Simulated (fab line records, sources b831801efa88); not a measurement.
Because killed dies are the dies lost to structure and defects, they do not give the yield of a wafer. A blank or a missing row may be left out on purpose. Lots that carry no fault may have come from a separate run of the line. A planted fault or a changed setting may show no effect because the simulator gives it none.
Which tool did it? ; flow sky130 ; 42 wafers sampled from 14 lots at 1 step of a route of 708

## WHAT THE GAUGES READ, wafer by wafer
SKY_SD_P_TW_MEAS_11. Usual: for SD_P_TW the level is 2822 and the standard deviation is 21.
lot;measured;on;SD_P_TW;flag
L986;day 25 15:33;film-metro-01;2832 2845 2839;
L987;day 25 18:08;film-metro-01;2829 2835 2847;
L988;day 26 05:50;film-metro-02;2839 2848 2857;
L990;day 26 19:51;film-metro-02;2855 2869 2856;
L992;day 28 17:21;film-metro-02;2816 2835 2828;
L993;day 28 17:31;film-metro-03;2776 2789 2800;
L994;day 28 18:35;film-metro-03;2801 2798 2806;
L996;day 28 19:43;film-metro-02;2794 2822 2815;
L997;day 29 13:13;film-metro-01;2842 2838 2825;
L101;day 30 20:44;film-metro-02;2795 2806 2818;
L103;day 31 01:32;film-metro-01;2818 2816 2817;
L106;day 32 06:50;film-metro-01;2822 2844 2840;
L107;day 32 10:29;film-metro-01;2836 2839 2832;
L109;day 32 22:12;film-metro-01;2852 2853 2846;

## EACH LOT AND THE TOOL THAT RAN IT (in order: tool; ch and the chambers of the sampled wafers; start)
The record holds no process step before these readings.

## WHAT THE TOOLS THEMSELVES READ (means of the sampled wafers that have a number; where no wafer has one, the mark that the record gives instead)
The record holds no such reading with a usual standard deviation.

## THE ANSWER, worked out from the rows above alone
Rule: a lot counts as off when the mean over its wafers that have a number is more than 3 standard deviations away from the usual mean. Also off: a lot with no number at a reading for which 4 or more lots have one. The other lots that the step has rows for count as sound. Order of review: gauges by route order, followed by the tools' own readings, for which a lot's mean as printed above is used. The first step at which some lot is off is used, and at that step the reading that is off furthest; a lot without a number counts as furthest.
No lot is off on any of the readings shown, so nothing can be concluded from this.

## WHAT THE SIMULATOR HAD INSERTED
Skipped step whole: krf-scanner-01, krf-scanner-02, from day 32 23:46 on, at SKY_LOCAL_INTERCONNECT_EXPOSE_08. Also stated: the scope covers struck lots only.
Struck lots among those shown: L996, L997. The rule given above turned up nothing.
